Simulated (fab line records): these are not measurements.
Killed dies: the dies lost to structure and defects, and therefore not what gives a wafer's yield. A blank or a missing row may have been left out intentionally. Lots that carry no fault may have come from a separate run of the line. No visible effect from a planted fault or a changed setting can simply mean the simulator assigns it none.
Struck lot and sound lot, side by side / flow sfq-line / 28 steps out of a route of 325
Sound: the wafers L736.1, L736.5, L736.6. Struck: wafer L746.5 (left out: L746.4, a lot-mate that was not struck); the cause follows at the end.
Order at every step that has rows: each side's tool, ch and its chambers, its first start. Under that, the readings that differ: sound wafers / struck wafers / difference of the means / sigmas: that difference in standard deviations of wafers without a fault.
alike: a reading whose means differ by less than 2 such deviations, as well as words and numbers matching on both sides. not compared: withheld readings; readings where some wafer has no value; bounds like >300 that might hide an equal value; numbers whose values overlap and for which the record gives no deviation.
A row with sigmas, a row that says differs or no value, or rows on one side alone: a step with any of these is where the two part. Non-overlapping numbers with no deviation appear without sigmas and do not part them. A reading that every wafer of one side lacks parts them only if that side has two wafers or more.

first, 6 steps without rows for these wafers: SFQ_TRILAYER_M0_LITHO_COAT_026 (resist thk 62 nm); SFQ_TRILAYER_M0_LITHO_COAT_021 (resist thk 600 nm); SFQ_TRILAYER_M0_LITHO_SOFTBAKE_025; SFQ_TRILAYER_M0_LITHO_EXPOSE_022 (exposes mask M0, target cd 500 nm); SFQ_TRILAYER_M0_LITHO_PEB_024 (peb time 60 s); SFQ_TRILAYER_M0_LITHO_DEVELOP_023 (time 60 s).
SFQ_M0_OVL_MEAS_906:
  sound on overlay-02, day 9 02:14; struck on overlay-01, day 11 07:22
  alike: M0_OVL
then, 1 step without rows for these wafers: SFQ_TRILAYER_M0_BARC_OPEN_METAL_ETCH_031 (etches BARC in O2, target depth 125 nm, time 41.7 s).
SFQ_TRILAYER_M0_ETCH_METAL_ETCH_024: etches Nb in Cl2/Ar, stops on SiO2, target depth 240 nm, time 120 s.
  sound on rie-metal-04 ch 0,1, day 9 02:20; struck on rie-metal-03 ch 1, day 11 07:29
  alike: bias-w, drypump-motor-current-A, oes-product-au
  not compared: rf-hours-counter-h
then, 2 steps without rows for these wafers: SFQ_TRILAYER_M0_STRIP_STRIP_025 (strips in O2); SFQ_TRILAYER_M0_STRIP_SOLV_CLEAN_026 (cleans in NMP, time 600 s).
SFQ_TRILAYER_I0_DEP_PECVD_027: deposits SiO2 from SiH4/N2O, time 111.11 s, target thk 500 nm.
  sound on pecvd-02 ch 1,2, day 9 03:16; struck on pecvd-01 ch 1, day 11 08:23
reading=throttle-valve-pct (%); sound=27.4 25.6 27.4; struck=23.3; difference=-3.5; sigmas=-2
  alike: heater-power-w
SFQ_TRILAYER_I0_CMP_CMP_028: polishes SiO2.
  sound on cmp-02 ch 0,1, day 9 13:39; struck on cmp-02 ch 0, day 11 19:39
reading=model.SiO2_of_TRILAYER_I0_DEP_PECVD_027.thk-nm (nm); sound=198.5 196.9 199.8; struck=176.4; difference=-22.0; sigmas=
  alike: head-pressure-psi, motor-current-A, time-to-endpoint-s
SFQ_I0_BOW_MEAS_907:
  sound on film-metro-03, day 9 16:09; struck on film-metro-04, day 11 21:32
  not compared: I0_BOW
SFQ_TRILAYER_I0_METRO_MEASURE_029:
  sound on film-metro-03, day 9 16:16; struck on film-metro-04, day 12 07:04
reading=thk-nm (nm); sound=198.5 196.8 199.9; struck=176.4; difference=-22.0; sigmas=-17
then, 6 steps without rows for these wafers: SFQ_TRILAYER_I0_VIA_LITHO_COAT_036 (resist thk 62 nm); SFQ_TRILAYER_I0_VIA_LITHO_COAT_031 (resist thk 650 nm); SFQ_TRILAYER_I0_VIA_LITHO_SOFTBAKE_035; SFQ_TRILAYER_I0_VIA_LITHO_EXPOSE_032 (exposes mask I0, target cd 500 nm); SFQ_TRILAYER_I0_VIA_LITHO_PEB_034 (peb time 60 s); SFQ_TRILAYER_I0_VIA_LITHO_DEVELOP_033 (time 60 s).
SFQ_I0_OVL_MEAS_908:
  sound on overlay-02, day 11 07:48; struck on overlay-02, day 13 14:32
reading=I0_OVL (nm); sound=-11 -10 -15; struck=1; difference=+13; sigmas=+3
SFQ_TRILAYER_I0_VIA_BARC_OPEN_VIA_ETCH_046: etches BARC in O2, target depth 125 nm, time 41.7 s.
  sound on rie-diel-02 ch 0,1,2, day 11 07:50; struck on rie-diel-04 ch 2, day 13 14:32
  alike: bias-w, drypump-motor-current-A, oes-product-au
  not compared: rf-hours-counter-h
SFQ_TRILAYER_I0_VIA_ETCH_VIA_ETCH_034: etches SiO2 in CHF3, stops on Nb, target depth 260 nm.
  sound on rie-diel-02 ch 0,1,2, day 11 07:53; struck on rie-diel-04 ch 2, day 13 14:35
reading=oes-product-au (a.u.); sound=0.851 0.840 0.856; struck=0.795; difference=-0.054; sigmas=-11
reading=model.etch.depth-nm (nm); sound=198.5 196.9 199.8; struck=176.4; difference=-22.0; sigmas=
reading=model.I0.feature-depth-nm (nm); sound=198.5 196.9 199.8; struck=176.4; difference=-22.0; sigmas=
  alike: bias-w, drypump-motor-current-A
SFQ_TRILAYER_I0_VIA_STRIP_STRIP_035: strips in O2.
  sound on rie-metal-02 ch 0,1, day 11 07:59; struck on rie-metal-03 ch 1, day 13 14:54
  alike: drypump-motor-current-A, oes-product-au
  not compared: rf-hours-counter-h
then, 1 step without rows for these wafers: SFQ_TRILAYER_I0_VIA_STRIP_SOLV_CLEAN_036 (cleans in NMP, time 600 s).
SFQ_TRILAYER_M1_DEP_PRE_CLEAN_038: time 22.5 s.
  sound on pvd-sputter-06, day 11 08:46; struck on pvd-sputter-04, day 13 15:28
reading=model.SiO2_of_TRILAYER_I0_DEP_PECVD_027.thk-nm (nm); sound=191 189.4 192.3; struck=168.9; difference=-22.0; sigmas=
SFQ_TRILAYER_M1_DEP_SPUTTER_037: material Nb, target thk 200 nm, time 133.3 s.
  sound on pvd-sputter-06, day 11 08:47; struck on pvd-sputter-04, day 13 15:30
  alike: resputter-cathode-voltage-v, substrate-temp-c, throttle-valve-pct

## WHERE THEY PART
Earliest at SFQ_TRILAYER_I0_DEP_PECVD_027; latest, in this record, at SFQ_TRILAYER_I0_VIA_ETCH_VIA_ETCH_034. Later steps at which nothing parts them and some readings are alike: SFQ_TRILAYER_I0_VIA_STRIP_STRIP_035, SFQ_TRILAYER_M1_DEP_SPUTTER_037.

WHY: what the simulator had put in
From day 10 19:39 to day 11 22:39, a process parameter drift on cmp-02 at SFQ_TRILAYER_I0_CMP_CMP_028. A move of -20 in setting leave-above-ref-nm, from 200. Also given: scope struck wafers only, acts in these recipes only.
